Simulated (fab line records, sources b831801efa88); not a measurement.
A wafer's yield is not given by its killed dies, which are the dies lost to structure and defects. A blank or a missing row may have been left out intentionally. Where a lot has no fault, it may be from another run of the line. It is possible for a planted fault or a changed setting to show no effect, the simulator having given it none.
Matching of chambers ; flow gf180mcu ; GF_V2_CVD_02 on pecvd-03: 3 sister chambers
The step deposits SiO2 from TEOS, target thk 850 nm, time 94.851 s. 3 wafers are shown with their chamber, then 8 later ones without.

## WAFERS WITH THEIR CHAMBER
wafer;chamber;heater power w (W)
L817.3;1;485
L817.6;2;659
L821.2;0;594

## WAFERS WITH NO CHAMBER GIVEN
wafer;heater power w (W)
L821.4;553
L821.6;663
L822.1;540
L822.3;659
L822.5;775
L823.2;826
L823.4;656
L823.5;633

## WHICH CHAMBER EACH ONE RAN IN
wafer;from the rows above;in truth
L821.4;can't be placed: 0 or 1 or 2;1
L821.6;can't be placed: 2 or 0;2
L822.1;can't be placed: 0 or 1 or 2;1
L822.3;can't be placed: 2 or 0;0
L822.5;can't be placed: 2 or 0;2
L823.2;can't be placed: 2 or 0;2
L823.4;can't be placed: 2 or 0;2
L823.5;can't be placed: 2 or 0 or 1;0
0 of 8 placed correctly. Cannot be placed on the basis of these rows: 8; the candidates contain the true chamber in 8. Wrongly placed: 0.
How it was worked out, from the rows above alone: a wafer's distance from a chamber is the root of the sum, over the readings, of the square of ((its reading less the chamber's mean) divided by the reading's scatter). If the next closest chamber is less than 2 further off than the closest, the wafer can't be placed; otherwise it belongs to the closest. The mean given for a chamber averages the wafers shown for that chamber. The scatter (one wafer shown for each chamber): square how far every hidden wafer sits from the nearest shown wafer, average those squares and take the square root.
